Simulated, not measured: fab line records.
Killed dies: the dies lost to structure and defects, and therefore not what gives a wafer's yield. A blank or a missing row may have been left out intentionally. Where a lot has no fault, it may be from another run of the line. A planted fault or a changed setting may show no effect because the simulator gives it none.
Which tool is to blame? | flow sky130 | 12 lots, 36 wafers sampled, at 5 steps of a route of 708

## WHAT EACH GAUGE READ, for each wafer
Not one reading of a measure or inspect step in the record can be checked against a usual standard deviation.

## TOOL THAT RAN EACH LOT (tool first, then ch and the chambers of the sampled wafers, then the start)
lot  | SKY_METAL4_SPUTTER_04        | SKY_METAL5_SPUTTER_03        | SKY_METAL5_SOFTBAKE_10            | SKY_METAL5_DESCUM_14              | SKY_PAD_OPEN_PROBE_99
L618 | pvd_sputter-04, day 40 11:31 | pvd_sputter-01, day 43 13:55 | litho_track-03 ch 0, day 44 01:46 | rie_metal-04 ch 0,1, day 44 12:28 | prober-02, day 46 10:44
L619 | pvd_sputter-02, day 40 13:03 | pvd_sputter-02, day 43 15:13 | litho_track-03 ch 0, day 44 02:45 | rie_metal-03 ch 0,1, day 44 13:20 | -
L620 | pvd_sputter-04, day 41 03:20 | pvd_sputter-01, day 44 04:25 | litho_track-03 ch 0, day 44 15:07 | rie_metal-04 ch 0,1, day 45 01:32 | -
L622 | pvd_sputter-02, day 41 07:53 | pvd_sputter-02, day 44 08:24 | litho_track-02 ch 0, day 44 19:20 | rie_metal-01 ch 0,1, day 45 06:11 | -
L621 | pvd_sputter-04, day 41 11:20 | pvd_sputter-02, day 44 12:38 | litho_track-02 ch 0, day 44 23:53 | rie_metal-01 ch 0,1, day 45 10:05 | -
L623 | pvd_sputter-04, day 41 19:52 | pvd_sputter-03, day 44 18:55 | litho_track-03 ch 0, day 45 05:52 | rie_metal-01 ch 0,1, day 45 16:26 | -
L631 | pvd_sputter-03, day 44 03:27 | pvd_sputter-02, day 46 22:49 | litho_track-01 ch 0, day 47 08:49 | rie_metal-01 ch 0,1, day 47 18:23 | prober-02, day 49 10:17
L629 | pvd_sputter-04, day 44 08:40 | pvd_sputter-02, day 47 04:11 | litho_track-01 ch 0, day 47 13:57 | rie_metal-03 ch 0, day 47 23:23   | -
L634 | pvd_sputter-03, day 44 15:20 | pvd_sputter-02, day 47 09:55 | litho_track-01 ch 0, day 47 19:24 | rie_metal-04 ch 0,1, day 48 04:53 | prober-02, day 49 20:15
L636 | pvd_sputter-03, day 45 09:32 | pvd_sputter-01, day 48 02:43 | litho_track-03 ch 0, day 48 12:18 | rie_metal-04 ch 0,1, day 48 21:31 | -
L637 | pvd_sputter-02, day 45 09:58 | pvd_sputter-03, day 48 02:58 | litho_track-03 ch 0, day 48 12:57 | rie_metal-03 ch 0,1, day 48 21:59 | -
L639 | pvd_sputter-03, day 45 21:39 | pvd_sputter-01, day 48 12:15 | litho_track-02 ch 0, day 48 21:33 | rie_metal-03 ch 0,1, day 49 06:16 | -
- SKY_METAL4_SPUTTER_04: material TiN, target thk 70 nm, time 58.3 s.
- SKY_METAL5_SPUTTER_03: material Ti, target thk 5 nm, time 3.3 s.
- SKY_METAL5_SOFTBAKE_10: time 60 s.
- SKY_METAL5_DESCUM_14: chemistry O2, time 11 s.
- SKY_PAD_OPEN_PROBE_99

## AS READ BY THE TOOLS THEMSELVES (means over the sampled wafers that have a number; for cases with no such wafer, the mark the record gives instead)
SKY_METAL4_SPUTTER_04. Usual: chamber_pressure_pa 0.4000 Pa, standard deviation 0.00078; throttle_valve_pct 29.9 %, standard deviation 1.
lot  | tool           | chamber_pressure_pa (Pa) | throttle_valve_pct (%) | flag
L618 | pvd_sputter-04 | 0.4004                   | 30.1                   |
L619 | pvd_sputter-02 | 0.4007                   | 30.2                   |
L620 | pvd_sputter-04 | 0.4000                   | 29.9                   |
L622 | pvd_sputter-02 | 0.3994                   | 29.9                   |
L621 | pvd_sputter-04 | 0.3988                   | 30.2                   |
L623 | pvd_sputter-04 | 0.4003                   | 29.2                   |
L631 | pvd_sputter-03 | 0.4003                   | 30.0                   |
L629 | pvd_sputter-04 | 0.3999                   | 29.3                   |
L634 | pvd_sputter-03 | 0.4005                   | 29.8                   |
L636 | pvd_sputter-03 | 0.4000                   | 30.1                   |
L637 | pvd_sputter-02 | 0.4004                   | 29.5                   |
L639 | pvd_sputter-03 | 0.3998                   | 29.4                   |

SKY_METAL5_SPUTTER_03. Usual: chamber_pressure_pa 0.4000 Pa, standard deviation 0.00093; throttle_valve_pct 30.1 %, standard deviation 0.93.
lot  | tool           | chamber_pressure_pa (Pa) | throttle_valve_pct (%) | flag
L618 | pvd_sputter-01 | 0.4010                   | 30.6                   |
L619 | pvd_sputter-02 | 0.3994                   | 29.7                   |
L620 | pvd_sputter-01 | 0.3995                   | 30.7                   |
L622 | pvd_sputter-02 | 0.3993                   | 29.2                   |
L621 | pvd_sputter-02 | 0.4006                   | 30.7                   |
L623 | pvd_sputter-03 | 0.3994                   | 30.1                   |
L631 | pvd_sputter-02 | 0.4005                   | 29.9                   |
L629 | pvd_sputter-02 | 0.4006                   | 29.6                   |
L634 | pvd_sputter-02 | 0.4002                   | 29.8                   |
L636 | pvd_sputter-01 | 0.4000                   | 30.2                   |
L637 | pvd_sputter-03 | 0.3996                   | 29.0                   |
L639 | pvd_sputter-01 | 0.3999                   | 30.8                   |

SKY_METAL5_SOFTBAKE_10. Usual: plate_temp_C 89.99 C, standard deviation 0.12; run_length_s 89.08 s, standard deviation 0.2.
lot  | tool           | plate_temp_C (C) | run_length_s (s) | flag
L618 | litho_track-03 | 89.91            | 88.75            |
L619 | litho_track-03 | 90.02            | 88.81            |
L620 | litho_track-03 | 90.03            | 98.25            | OFF
L622 | litho_track-02 | 89.94            | 89.21            |
L621 | litho_track-02 | 90.03            | 89.18            |
L623 | litho_track-03 | 90.01            | 98.36            | OFF
L631 | litho_track-01 | 89.86            | 89.24            |
L629 | litho_track-01 | 90.05            | 89.18            |
L634 | litho_track-01 | 89.96            | 89.28            |
L636 | litho_track-03 | 89.94            | 88.84            |
L637 | litho_track-03 | 90.00            | 89.02            |
L639 | litho_track-02 | 89.88            | 89.17            |

SKY_METAL5_DESCUM_14. Usual: drypump_motor_current_A 5.7 A, standard deviation 0.55; oes_product_au 1.000 a.u., standard deviation 0.0073.
lot  | tool         | drypump_motor_current_A (A) | oes_product_au (a.u.) | flag
L618 | rie_metal-04 | 5.2                         | 1.006                 |
L619 | rie_metal-03 | 6.0                         | 0.996                 |
L620 | rie_metal-04 | 5.2                         | 0.999                 |
L622 | rie_metal-01 | 6.0                         | 0.998                 |
L621 | rie_metal-01 | 6.1                         | 0.989                 |
L623 | rie_metal-01 | 6.0                         | 1.002                 |
L631 | rie_metal-01 | 6.0                         | 0.996                 |
L629 | rie_metal-03 | 5.7                         | 0.991                 |
L634 | rie_metal-04 | 5.1                         | 1.004                 |
L636 | rie_metal-04 | 5.2                         | 1.000                 |
L637 | rie_metal-03 | 6.3                         | 1.005                 |
L639 | rie_metal-03 | 6.3                         | 0.998                 |

SKY_PAD_OPEN_PROBE_99. Usual: defect_limited_yield 82.4 %, standard deviation 2.2; killed_at_M0_to_M3 44, standard deviation 7.7; killed_at_M4_up 3.2, standard deviation 1.7; killed_at_contacts 24, standard deviation 5.3; killed_at_front_end 15, standard deviation 4.3; killed_at_other 0.3, standard deviation 0.57; killed_dies 87, standard deviation 11; killed_open 47, standard deviation 7.4; killed_short 40, standard deviation 6.5; sort_bin_3_pad_short 0.8 %, standard deviation 0.4; sort_bin_5_function 10.5 %, standard deviation 1.6; sort_bin_6_memory 6.3 %, standard deviation 1.2; sort_n_pass 405, standard deviation 11; sort_yield_pct 82.4 %, standard deviation 2.2.
lot  | tool      | defect_limited_yield (%) | killed_at_M0_to_M3 | killed_at_M4_up | killed_at_contacts | killed_at_front_end | killed_at_other | killed_dies | killed_open | killed_short | sort_bin_3_pad_short (%) | sort_bin_5_function (%) | sort_bin_6_memory (%) | sort_n_pass | sort_yield_pct (%) | flag
L618 | prober-02 | 83.0                     | 43                 | 3.0             | 24                 | 13                  | 0.3             | 84          | 44          | 39           | 0.5                      | 11.1                    | 5.5                   | 408         | 83.0               |
L631 | prober-02 | 83.2                     | 40                 | 3.7             | 22                 | 17                  | 0.3             | 83          | 42          | 41           | 0.7                      | 10.4                    | 5.7                   | 409         | 83.2               |
L634 | prober-02 | 83.3                     | 44                 | 2.7             | 19                 | 16                  | 0.0             | 82          | 38          | 44           | 1.0                      | 9.8                     | 5.8                   | 410         | 83.3               |

## THE ANSWER, worked out from the rows above alone
Rule: a lot is off if the mean of its wafers that have a number lies more than 3 standard deviations from the usual mean. Also off: a lot with no number at a reading for which 4 or more lots have one. The other lots that the step has rows for count as sound. The gauges are gone through in route order, then the tools' own readings, and for those a lot's mean is taken as printed above. The first step at which some lot is off is used, and at that step the reading that is off furthest; a lot without a number counts as furthest.
Off, at SKY_METAL5_SOFTBAKE_10 on run_length_s: L620, L623.
If a tool, at that step or one of the process steps before it, ran each lot that is off and ran no sound lot following the first of them, it fits. Of those tried, none fits.

## WHAT THE SIMULATOR PUT IN
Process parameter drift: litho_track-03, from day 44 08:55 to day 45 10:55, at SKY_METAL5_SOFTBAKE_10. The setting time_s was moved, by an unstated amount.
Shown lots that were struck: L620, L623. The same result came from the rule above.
